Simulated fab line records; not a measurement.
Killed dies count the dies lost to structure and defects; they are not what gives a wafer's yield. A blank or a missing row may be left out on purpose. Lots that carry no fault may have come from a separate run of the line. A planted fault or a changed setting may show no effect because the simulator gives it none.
What tool caused it?	flow sky130	72 wafers from 24 lots sampled at 5 of the route's 708 steps

## WHAT THE GAUGES SHOWED, per wafer
SKY_DNWELL_TW_MEAS_09.
lot	measured	on	DNWELL_TW
L074	day 3 15:58	film metro-03	1125 1123 1122
L075	day 4 01:19	film metro-02	1100 1091 1099
L076	day 4 01:38	film metro-03	1130 1129 1133
L077	day 4 05:34	film metro-03	1127 1123 1127
L078	day 4 06:32	film metro-02	1092 1092 1091
L079	day 4 13:10	film metro-02	1092 1094 1094
L080	day 4 16:48	film metro-02	1091 1096 1102
L081	day 4 20:34	film metro-03	1125 1126 1132
L082	day 5 05:55	film metro-03	1125 1128 1122
L083	day 5 06:16	film metro-04	1113 1106 1111
L084	day 5 11:41	film metro-04	1106 1107 1108
L085	day 5 16:30	film metro-02	1105 1104 1093
L086	day 5 21:08	film metro-03	1126 1126 1126
L087	day 6 02:12	film metro-04	1117 1119 1111
L088	day 6 10:53	film metro-02	1109 1108 1108
L089	day 6 15:16	film metro-04	1124 1122 1122
L090	day 6 20:51	film metro-03	1111 1123 1125
L091	day 7 00:04	film metro-04	1116 1111 1111
L092	day 7 06:11	film metro-04	1119 1118 1119
L093	day 7 17:03	film metro-04	1117 1122 1118
L094	day 7 22:50	film metro-03	1124 1129 1124
L095	day 8 04:04	film metro-02	1119 1117 1109
L096	day 8 06:13	film metro-03	1116 1118 1123
L097	day 8 08:59	film metro-02	1110 1114 1107

SKY_LI_CONTACT_CD_MEAS_12: target cd 170 nm.
lot	measured	on	cd nm (nm)
L074	day 29 22:53	cd sem-02	170.0 168.9 170.9
L075	day 30 14:16	cd sem-02	168.6 169.2 168.7
L076	day 30 12:34	cd sem-02	170.8 172.1 173.0
L077	day 30 22:53	cd sem-01	168.4 169.6 169.2
L078	day 31 01:22	cd sem-02	170.6 170.3 168.3
L079	day 31 10:17	cd sem-01	172.1 171.5 172.1
L080	day 31 12:23	cd sem-02	171.7 170.5 169.7
L081	day 31 19:30	cd sem-02	170.3 170.8 170.0
L082	day 32 08:52	cd sem-02	170.4 171.0 169.5
L083	day 32 09:55	cd sem-02	170.2 171.1 173.2
L084	day 32 14:52	cd sem-02	170.6 170.2 169.0
L085	day 32 20:00	cd sem-02	169.3 168.5 168.9
L086	day 33 13:38	cd sem-02	171.6 171.3 170.4
L087	day 33 17:54	cd sem-01	169.3 169.5 169.9
L088	day 34 02:35	cd sem-02	173.3 172.5 173.5
L089	day 34 01:54	cd sem-02	169.0 168.9 166.9
L090	day 35 07:06	cd sem-01	169.4 169.1 169.8
L091	day 35 08:29	cd sem-02	167.7 167.7 167.4
L092	day 35 03:28	cd sem-01	170.8 170.6 170.1
L093	day 35 11:47	cd sem-02	168.4 168.1 171.0
L094	day 35 19:34	cd sem-01	170.4 169.8 169.8
L095	day 35 22:00	cd sem-02	171.4 170.4 170.4
L096	day 36 03:36	cd sem-02	171.4 173.2 172.1
L097	day 36 05:05	cd sem-02	166.8 167.2 167.9

SKY_CONTACT_THK_MEAS_01.
lot	measured	on	CONTACT_CVD_00_THK (nm)
L074	day 31 04:50	film metro-01	73.2 75.3 75.5
L075	day 31 20:31	film metro-02	74.2 75.0 75.4
L076	day 31 18:25	film metro-01	73.4 74.1 74.7
L077	day 32 04:18	film metro-02	74.8 75.3 76.2
L078	day 32 07:25	film metro-02	72.9 73.6 74.6
L079	day 32 15:25	film metro-01	75.5 75.9 75.8
L080	day 32 17:47	film metro-01	74.5 74.2 74.7
L081	day 33 00:10	film metro-01	73.7 75.6 74.8
L082	day 33 14:02	film metro-03	73.9 74.3 75.4
L083	day 33 15:12	film metro-03	75.1 74.6 75.6
L084	day 33 19:53	film metro-02	74.8 75.3 75.6
L085	day 34 00:05	film metro-03	75.3 75.5 76.3
L086	day 34 17:44	film metro-02	74.8 75.2 75.2
L087	day 34 22:25	film metro-02	76.5 75.9 76.4
L088	day 35 07:56	film metro-02	74.6 76.2 76.1
L089	day 35 06:43	film metro-02	73.8 76.3 75.3
L090	day 36 10:52	film metro-02	74.9 76.5 75.7
L091	day 36 13:16	film metro-03	75.1 74.2 76.2
L092	day 36 07:18	film metro-03	75.0 75.7 75.9
L093	day 36 15:47	film metro-02	74.1 75.1 75.9
L094	day 36 23:41	film metro-03	74.0 74.6 75.3
L095	day 37 02:50	film metro-02	73.7 75.9 75.8
L096	day 37 07:34	film metro-03	76.3 74.5 76.5
L097	day 37 09:36	film metro-01	75.1 76.4 76.2

## EACH LOT AND THE TOOL THAT RAN IT (in order: tool; ch and the chambers of the sampled wafers; start)
lot	SKY_FIELD_ISO_CMP_27	SKY_LI_CONTACT_SPUTTER_19
L074	cmp-01 ch 2,3, day 2 18:25	pvd sputter-02, day 29 23:28
L075	cmp-02 ch 0,1,2, day 3 06:20	pvd sputter-03, day 30 14:50
L076	cmp-02 ch 1,3, day 3 06:38	pvd sputter-03, day 30 13:08
L077	cmp-02 ch 0,2,3, day 3 08:41	pvd sputter-01, day 30 23:26
L078	cmp-02 ch 0,1,3, day 3 11:48	pvd sputter-02, day 31 01:56
L079	cmp-02 ch 0,1,2, day 3 17:16	pvd sputter-03, day 31 10:51
L080	cmp-02 ch 0,1,2, day 3 21:18	pvd sputter-02, day 31 12:57
L081	cmp-02 ch 0,2,3, day 4 01:25	pvd sputter-03, day 31 20:03
L082	cmp-01 ch 1,2,3, day 4 06:42	pvd sputter-03, day 32 09:27
L083	cmp-02 ch 1,2,3, day 4 09:40	pvd sputter-03, day 32 10:29
L084	cmp-01 ch 0,3, day 4 15:31	pvd sputter-03, day 32 15:23
L085	cmp-01 ch 0,2, day 4 18:12	pvd sputter-03, day 32 20:32
L086	cmp-01 ch 0,2,3, day 4 23:32	pvd sputter-02, day 33 14:11
L087	cmp-02 ch 2,3, day 5 05:13	pvd sputter-02, day 33 18:27
L088	cmp-01 ch 0,2,3, day 5 13:26	pvd sputter-03, day 34 03:12
L089	cmp-01 ch 0,1,2, day 5 17:14	pvd sputter-02, day 34 02:28
L090	cmp-01 ch 0,1, day 5 21:59	pvd sputter-01, day 35 07:39
L091	cmp-01 ch 2,3, day 6 03:16	pvd sputter-02, day 35 09:03
L092	cmp-02 ch 2,3, day 6 07:07	pvd sputter-02, day 35 04:07
L093	cmp-01 ch 0,2,3, day 6 14:29	pvd sputter-03, day 35 12:21
L094	cmp-02 ch 1,2,3, day 6 21:48	pvd sputter-02, day 35 20:08
L095	cmp-01 ch 2,3, day 7 04:19	pvd sputter-02, day 35 22:33
L096	cmp-02 ch 0,1, day 7 07:04	pvd sputter-02, day 36 04:09
L097	cmp-01 ch 0,3, day 7 10:25	pvd sputter-01, day 36 05:50
- SKY_FIELD_ISO_CMP_27: polishes, stops on Si3N4, t overpolish 16 s, target thk 457.8 nm.
- SKY_LI_CONTACT_SPUTTER_19: material Ti, target thk 20 nm, time 106.37 s.

## WHAT THE TOOLS THEMSELVES READ (means of the sampled wafers that have a number; where no wafer has one, the mark that the record gives instead)
SKY_FIELD_ISO_CMP_27.
lot	tool	motor current A (A)	overpolish run s (s)	platen rpm (rpm)	time to endpoint s (s)
L074	cmp-01	11.9	15.998	59.99	116
L075	cmp-02	11.8	15.998	59.99	111
L076	cmp-02	11.3	15.998	60.01	109
L077	cmp-02	11.3	16.003	59.97	109
L078	cmp-02	11.1	15.999	60.00	113
L079	cmp-02	11.8	15.997	60.00	116
L080	cmp-02	11.9	15.989	59.96	110
L081	cmp-02	10.9	16.000	60.03	113
L082	cmp-01	12.3	16.001	60.00	110
L083	cmp-02	11.5	15.996	60.01	112
L084	cmp-01	11.8	16.003	59.99	113
L085	cmp-01	11.3	16.001	60.00	111
L086	cmp-01	11.8	16.009	60.02	115
L087	cmp-02	10.5	15.992	59.95	113
L088	cmp-01	11.9	15.997	60.01	114
L089	cmp-01	11.9	16.010	60.02	112
L090	cmp-01	11.4	16.002	60.01	112
L091	cmp-01	12.3	16.007	60.00	109
L092	cmp-02	11.8	16.001	60.01	115
L093	cmp-01	12.0	15.996	60.02	114
L094	cmp-02	11.5	15.997	59.99	120
L095	cmp-01	12.0	15.996	59.99	114
L096	cmp-02	12.1	15.995	60.01	119
L097	cmp-01	11.6	16.001	59.94	114

SKY_LI_CONTACT_SPUTTER_19.
lot	tool	throttle valve pct (%)
L074	pvd sputter-02	30.6
L075	pvd sputter-03	30.6
L076	pvd sputter-03	30.4
L077	pvd sputter-01	31.0
L078	pvd sputter-02	28.0
L079	pvd sputter-03	29.9
L080	pvd sputter-02	30.2
L081	pvd sputter-03	30.4
L082	pvd sputter-03	30.4
L083	pvd sputter-03	30.1
L084	pvd sputter-03	30.3
L085	pvd sputter-03	30.1
L086	pvd sputter-02	29.2
L087	pvd sputter-02	29.0
L088	pvd sputter-03	30.7
L089	pvd sputter-02	29.2
L090	pvd sputter-01	30.7
L091	pvd sputter-02	30.7
L092	pvd sputter-02	29.0
L093	pvd sputter-03	30.1
L094	pvd sputter-02	28.9
L095	pvd sputter-02	29.9
L096	pvd sputter-02	30.0
L097	pvd sputter-01	30.6

## THE ANSWER, worked out from the rows above alone
Rule: the usual values come from the lots themselves. The widest of any qualifying gaps counts: lots, ordered by their means at a reading, are off when they make up no more than a third of the lots, leave a main group of 4 or more, and stand apart from it by 3 or more times the standard deviation of that group's means. If all means in a main group match to the digits the tables above print for the reading, that group is not used. A lot without any number at a reading at which 4 lots or more have one is off too. The other lots that the step has rows for count as sound. Order of review: gauges by route order, followed by the tools' own readings, for which a lot's mean as printed above is used. At the first step where some lot is off, the reading lying furthest off is the one used; lots without a number count as furthest.
None of the lots is off at any reading shown; this tells nothing.

## WHAT THE SIMULATOR HAD PUT IN
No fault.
